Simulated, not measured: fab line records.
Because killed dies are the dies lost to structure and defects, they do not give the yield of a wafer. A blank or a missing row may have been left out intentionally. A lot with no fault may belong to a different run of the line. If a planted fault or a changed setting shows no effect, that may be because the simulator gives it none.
A struck lot beside a sound one :: flow sky130 :: 16 steps out of a route of 708
Sound: wafers L356.2, L356.3, L356.5. Struck: wafer L361.2. (L361.3 of the same lot was not struck and is left out.) The cause comes at the end.
Order at every step that has rows: each side's tool, ch and its chambers, its first start. Under that, the readings that differ: sound wafers :: struck wafers :: difference of the means :: sigmas: that difference in standard deviations of wafers without a fault.
alike: same words and numbers on both sides, and readings whose means sit less than 2 such deviations apart. not compared: any withheld reading, any reading some wafer has no value for, any bound like >300 that may hide the same value, and any number with overlapping values for which the record gives no deviation.
The two part at a step that has a row with sigmas, a row that says differs or no value, or rows on one side only. Numbers that don't overlap but have no deviation are shown without sigmas and don't part them. A reading missing from all wafers of one side parts the sides only when that side holds two or more wafers.

first, 3 steps without rows for these wafers: SKY_METAL1_EXPOSE_12 (exposes mask MM1, target cd 140 nm); SKY_METAL1_PEB_13; SKY_METAL1_DEVELOP_14 (develop time 60 s).
SKY_METAL1_CD_MEAS_15: target cd 140 nm.
  sound on cdSem-02 at day 31 11:35; struck on cdSem-01 at day 34 16:23
  alike: cdNm
SKY_METAL1_OVL_MEAS_16:
  sound on overlay-01 at day 31 11:41; struck on overlay-02 at day 34 16:29
  alike: METAL1_OVL
SKY_METAL1_DESCUM_17: chemistry O2, time 8 s.
  sound on rieMetal-02 ch 0, day 31 11:44; struck on rieMetal-04 ch 0, day 34 16:31
reading: rfHoursCounterH (h)
sound: - - -
struck: 9
difference: no value on the sound wafers
sigmas: 
  alike: drypumpMotorCurrentA, oesProductAu, rfFwdPowerW
SKY_METAL1_ETCH_18: etches BARC in N2/H2, stops on SiO2, time 45.9 s, target depth 60 nm.
  sound on rieMetal-02 ch 0, day 31 11:48; struck on rieMetal-04 ch 0, day 34 16:33
reading: rfHoursCounterH (h)
sound: - - -
struck: 9
difference: no value on the sound wafers
sigmas: 
  alike: drypumpMotorCurrentA, oesProductAu, rfFwdPowerW, throttleValvePct
SKY_METAL1_METAL_ETCH_19: etches the open film in Cl2/BCl3, stops on SiO2, target depth 360 nm, time 78 s.
  sound on rieMetal-02 ch 0, day 31 11:56; struck on rieMetal-04 ch 0, day 34 16:37
reading: rfHoursCounterH (h)
sound: - - -
struck: 9
difference: no value on the sound wafers
sigmas: 
  alike: drypumpMotorCurrentA, oesProductAu, rfFwdPowerW, throttleValvePct
SKY_METAL1_STRIP_20: strips in O2/N2.
  sound on plasmaAsher-04 ch 1, day 31 12:05; struck on plasmaAsher-04 ch 0, day 34 16:42
reading: drypumpMotorCurrentA (A)
sound: 5.1 5.1 5.1
struck: 6.3
difference: +1.2
sigmas: +2
  alike: oesProductAu, stripTimeToEndpointS
  not compared: rfHoursCounterH
then, 3 steps without rows for these wafers: SKY_METAL1_STRIP_21 (strips in post etch residue remover, time 1200 s); SKY_METAL1_CLEAN_22 (cleans in IPA, time 180 s); SKY_METAL1_CLEAN_23 (cleans in O3/DIW).
SKY_VIA1_HDPCVD_00: deposits SiO2, target thk 1030 nm, time 171.7 s.
  sound on hdpcvd-01 ch 0,1, day 31 12:41; struck on hdpcvd-02 ch 0, day 34 17:18
reading: runLengthS (s)
sound: 200.5 199.0 199.0
struck: 214.5
difference: +15.0
sigmas: +25

reading: model.SiO2_of_VIA1_HDPCVD_00.thkNm (nm)
sound: 1047 1045 1048
struck: 1123
difference: +76
sigmas: 
SKY_VIA1_THK_MEAS_01:
  sound on filmMetro-04 at day 31 12:48; struck on filmMetro-03 at day 34 17:25
reading: VIA1_HDPCVD_THK (nm)
sound: 1048 1045 1048
struck: 1122
difference: +75
sigmas: +8
SKY_VIA1_CMP_02: polishes SiO2.
  sound on cmp-02 ch 0,1,3, day 31 12:57; struck on cmp-02 ch 3, day 34 17:28
  alike: motorCurrentA, slurryFilterDpKPa
next, for these wafers, 1 step has no rows: SKY_PAD_OPEN_PROBE_99.

== WHERE THEY PART ==
Last at SKY_VIA1_THK_MEAS_01 as far as this record goes, first at SKY_METAL1_DESCUM_17. Later steps at which nothing parts them and some readings are alike: SKY_VIA1_CMP_02.

WHY: whatever the simulator had introduced
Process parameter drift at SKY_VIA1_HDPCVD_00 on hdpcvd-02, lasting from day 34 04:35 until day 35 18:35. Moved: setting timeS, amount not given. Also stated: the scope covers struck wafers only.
